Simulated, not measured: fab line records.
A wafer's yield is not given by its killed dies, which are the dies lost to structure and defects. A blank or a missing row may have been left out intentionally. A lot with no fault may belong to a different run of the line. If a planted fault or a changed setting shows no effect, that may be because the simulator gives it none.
Which tool did it?	flow gf180mcu	13 lots (39 wafers sampled), 1 step of a 602-step route

== WHAT THE GAUGES SHOWED, per wafer ==
GF_V4_OVL_MEAS_15. Usual: V4_OVL gives -2 nm (standard deviation 4.6).
lot	measured	on	V4_OVL (nm)	flag
L274	day 24 11:31	overlay-02	-4 -7 -8	
L275	day 24 18:34	overlay-01	-7 -11 -4	
L276	day 25 02:08	overlay-02	-6 -14 -3	
L278	day 25 22:19	overlay-02	3 3 -3	
L279	day 26 09:56	overlay-01	8 3 -3	
L280	day 26 18:04	overlay-01	-4 -7 -3	
L281	day 27 01:33	overlay-01	4 -5 -2	
L282	day 27 04:22	overlay-01	-6 -7 -5	
L283	day 27 15:37	overlay-02	5 6 -1	
L285	day 28 07:07	overlay-02	0 -3 1	
L287	day 28 17:28	overlay-02	-1 2 3	
L288	day 29 02:24	overlay-01	-11 -3 -3	
L297	day 31 09:00	overlay-02	6 5 -2	

== TOOL THAT RAN EACH LOT (tool first, then ch and the chambers of the sampled wafers, then the start) ==
Before these readings, the record contains no process step.

== WHAT THE TOOLS THEMSELVES READ (means of the sampled wafers that have a number; where no wafer has one, the mark that the record gives instead) ==
The record holds no such reading with a usual standard deviation.

== THE ANSWER, worked out from the rows above alone ==
Rule: a lot is off if the mean of its wafers that have a number lies more than 3 standard deviations from the usual mean. A lot without any number at a reading at which 4 lots or more have one is off too. All remaining lots with rows at the step are treated as sound. Order of review: gauges by route order, followed by the tools' own readings, for which a lot's mean as printed above is used. The first step at which some lot is off is used, and at that step the reading that is off furthest; a lot without a number counts as furthest.
No lot is off on any of the readings shown, so nothing can be concluded from this.

== WHAT THE SIMULATOR PUT IN ==
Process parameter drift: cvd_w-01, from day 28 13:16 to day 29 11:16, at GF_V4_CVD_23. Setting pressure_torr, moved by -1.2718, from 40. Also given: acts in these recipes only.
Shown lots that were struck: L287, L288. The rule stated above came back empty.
